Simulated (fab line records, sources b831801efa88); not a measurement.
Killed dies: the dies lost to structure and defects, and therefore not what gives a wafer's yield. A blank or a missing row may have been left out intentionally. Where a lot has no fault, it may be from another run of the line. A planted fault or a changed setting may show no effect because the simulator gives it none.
Struck lot and sound lot, side by side :: flow sky130 :: 15 out of 708 route steps
Sound: these wafers, L415.1, L415.4, L415.6. Struck: wafers L426.2, L426.4, L426.5. The cause is named last.
At each step with rows: each side's tool, then ch and its chambers, then its first start. Under that, the readings that differ: sound wafers :: struck wafers :: difference of the means :: sigmas: that difference in standard deviations of wafers without a fault.
alike: readings whose means differ by less than 2 such deviations, and words and numbers that are the same on both sides. not compared: withheld readings, readings that some wafer has no value for, bounds like >300 that may hide the same value, and numbers for which the record gives no deviation and whose values overlap.
The two part at a step that has a row with sigmas, a row that says differs or no value, or rows on one side only. Numbers that don't overlap but have no deviation are shown without sigmas and don't part them. Lack of a reading on every wafer of one side parts them only where that side has two or more wafers.

first, 2 steps without rows for these wafers: SKY_GATE_OXIDE_CLEAN_00 (cleans in SC1/SC2, time 150 s); SKY_GATE_OXIDE_OXIDATION_01 (stabilise 600 s, purge 300 s, target thk 10.268 nm).
SKY_GATE_OXIDE_THK_MEAS_02:
  sound: film_metro-03 at day 12 15:38; struck: film_metro-01 at day 16 15:47
  alike: GATE_OXIDE_OXIDATION_00_THK
then, 7 steps without rows for these wafers: SKY_GATE_OXIDE_DEHYDRATE_03 (time 60 s); SKY_GATE_OXIDE_HMDS_04 (prime time 60 s); SKY_GATE_OXIDE_COAT_05 (resist thk 1140 nm); SKY_GATE_OXIDE_SOFTBAKE_06 (time 60 s); SKY_GATE_OXIDE_EXPOSE_07 (exposes mask LVOM, target cd 600 nm); SKY_GATE_OXIDE_PEB_08; SKY_GATE_OXIDE_DEVELOP_09 (develop time 60 s).
SKY_GATE_OXIDE_OVL_MEAS_10:
  sound: overlay-01 at day 13 16:42; struck: overlay-01 at day 17 20:02
  alike: GATE_OXIDE_OVL
next, for these wafers, 1 step has no rows: SKY_GATE_OXIDE_IMPLANT_11.
SKY_GATE_OXIDE_WET_ETCH_12: etches SiO2 in dHF, target depth 16.8 nm, time 336 s.
  sound on wet_bench-02 ch 3, day 13 16:53; struck on wet_bench-03 ch 1, day 17 20:13
reading: run_length_s (s)
sound: 370 370 370
struck: 341 341 341
difference: -29
sigmas: -8
SKY_GATE_OXIDE_STRIP_13: strips in O2/N2.
  sound on plasma_asher-02 ch 0,1, day 13 17:00; struck on plasma_asher-03 ch 0,1, day 17 20:19
  alike: drypump_motor_current_A, o2_flow_sccm, oes_product_au, strip_time_to_endpoint_s
  not compared: rf_hours_counter_h
-- here the record skips 31 days between the struck wafers' starts before and after, leaving off in module GATE_OXIDE and picking up in module PAD_OPEN (first step shown: number 708 of the route) --
SKY_PAD_OPEN_PROBE_99:
  sound: prober-02 at day 45 12:07; struck: prober-01 at day 48 16:22
  alike: killed_at_M0_to_M3, killed_at_M4_up, killed_at_contacts, killed_at_front_end, killed_at_other, killed_dies, killed_open, killed_short

WHERE THEY PART
Only at SKY_GATE_OXIDE_WET_ETCH_12, within this record. Later steps at which nothing parts them and some readings are alike: SKY_GATE_OXIDE_STRIP_13, SKY_PAD_OPEN_PROBE_99.

WHY: what the simulator had put in
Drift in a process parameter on wet_bench-03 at SKY_GATE_OXIDE_WET_ETCH_12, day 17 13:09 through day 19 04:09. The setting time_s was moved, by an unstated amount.
